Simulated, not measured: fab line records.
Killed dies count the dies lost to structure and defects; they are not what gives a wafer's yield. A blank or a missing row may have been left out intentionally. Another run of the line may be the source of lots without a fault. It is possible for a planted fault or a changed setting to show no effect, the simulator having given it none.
Which of the tools did it? | flow sky130 | 14 lots (42 wafers sampled), 1 step of a 708-step route

WHAT THE GAUGES SHOWED, per wafer
SKY_VT_ADJUST_HVTR_OVL_MEAS_08. Usual: for VT_ADJUST_HVTR_OVL the level is -0.2 nm and the standard deviation is 1.3.
lot  | measured     | on         | VT_ADJUST_HVTR_OVL (nm) | flag
L840 | day 9 17:25  | overlay-02 | 0.2 -1.2 -0.7           |
L842 | day 10 02:31 | overlay-02 | -0.5 -0.4 0.7           |
L843 | day 10 11:14 | overlay-02 | -2.1 0.6 -0.3           |
L844 | day 10 17:52 | overlay-01 | 1.5 0.3 1.8             |
L846 | day 11 14:40 | overlay-02 | 0.4 1.3 1.0             |
L848 | day 12 03:14 | overlay-02 | -0.7 1.1 1.1            |
L849 | day 12 10:10 | overlay-02 | 0.0 0.5 1.2             |
L856 | day 14 08:55 | overlay-01 | 0.4 -1.5 -2.8           |
L858 | day 14 19:57 | overlay-02 | 0.5 -1.6 0.9            |
L859 | day 15 07:28 | overlay-02 | -0.8 0.2 -0.3           |
L860 | day 15 17:00 | overlay-01 | -1.6 0.1 -0.3           |
L861 | day 15 23:40 | overlay-02 | -2.6 -1.4 -2.8          |
L862 | day 16 08:37 | overlay-01 | -1.6 -2.5 -1.7          |
L863 | day 16 11:11 | overlay-02 | -0.6 -0.7 -0.1          |

TOOL THAT RAN EACH LOT (tool first, then ch and the chambers of the sampled wafers, then the start)
Before these readings, the record contains no process step.

AS READ BY THE TOOLS THEMSELVES (means over the sampled wafers that have a number; for cases with no such wafer, the mark the record gives instead)
The record holds no such reading with a usual standard deviation.

THE ANSWER, worked out from the rows above alone
Rule: a lot is off if the mean of its wafers that have a number lies more than 3 standard deviations from the usual mean. Also off: a lot with no number at a reading for which 4 or more lots have one. All remaining lots with rows at the step are treated as sound. After the gauges, taken in route order, come the tools' own readings; for these a lot's mean is taken, as printed above. The first step at which some lot is off is used, and at that step the reading that is off furthest; a lot without a number counts as furthest.
None of the lots is off at any reading shown; this tells nothing.

WHAT HAD BEEN PUT IN BY THE SIMULATOR
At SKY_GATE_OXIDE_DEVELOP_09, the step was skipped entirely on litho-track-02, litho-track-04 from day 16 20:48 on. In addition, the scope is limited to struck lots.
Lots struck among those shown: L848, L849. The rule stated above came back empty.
